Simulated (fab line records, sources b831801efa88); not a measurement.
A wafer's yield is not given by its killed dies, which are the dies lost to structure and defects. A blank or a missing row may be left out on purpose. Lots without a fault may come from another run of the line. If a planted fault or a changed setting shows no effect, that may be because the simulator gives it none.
Matching of chambers || flow sky130 || rie_diel-03 running SKY_POLY_GATE_ETCH_15: 4 sister chambers
The step etches BARC in N2/H2, stops on SiO2, time 118.5 s, target depth 110 nm. 4 wafers are shown with their chamber, then 8 later ones without.

EACH WAFER AND ITS CHAMBER
{"wafer": "L090.1", "chamber": 1, "drypump_motor_current_A (A)": 6.18}
{"wafer": "L093.1", "chamber": 2, "drypump_motor_current_A (A)": 6.42}
{"wafer": "L093.2", "chamber": 0, "drypump_motor_current_A (A)": 5.84}
{"wafer": "L093.3", "chamber": 3, "drypump_motor_current_A (A)": 6.02}

WAFERS WHOSE CHAMBER IS MISSING
{"wafer": "L094.2", "drypump_motor_current_A (A)": 6.02}
{"wafer": "L094.4", "drypump_motor_current_A (A)": 6.21}
{"wafer": "L094.6", "drypump_motor_current_A (A)": 6.37}
{"wafer": "L096.1", "drypump_motor_current_A (A)": 6.17}
{"wafer": "L096.4", "drypump_motor_current_A (A)": 6.39}
{"wafer": "L096.5", "drypump_motor_current_A (A)": 6.18}
{"wafer": "L097.1", "drypump_motor_current_A (A)": 5.99}
{"wafer": "L097.4", "drypump_motor_current_A (A)": 6.20}

WHICH CHAMBER EACH ONE RAN IN
{"wafer": "L094.2", "from the rows above": 3, "in truth": 3}
{"wafer": "L094.4", "from the rows above": 1, "in truth": 1}
{"wafer": "L094.6", "from the rows above": 2, "in truth": 2}
{"wafer": "L096.1", "from the rows above": 1, "in truth": 1}
{"wafer": "L096.4", "from the rows above": 2, "in truth": 2}
{"wafer": "L096.5", "from the rows above": 1, "in truth": 1}
{"wafer": "L097.1", "from the rows above": 3, "in truth": 3}
{"wafer": "L097.4", "from the rows above": 1, "in truth": 1}
Correct placement for 8 of the 8. Can't be placed from these rows: 0. Wrongly placed: 0.
How it was worked out, from the rows above alone: a wafer's distance from a chamber is the root of the sum, over the readings, of the square of ((its reading less the chamber's mean) divided by the reading's scatter). If the next closest chamber is less than 2 further off than the closest, the wafer can't be placed; otherwise it belongs to the closest. Each chamber's mean is taken over the wafers shown for it. The scatter (one wafer shown for each chamber): square how far every hidden wafer sits from the nearest shown wafer, average those squares and take the square root.
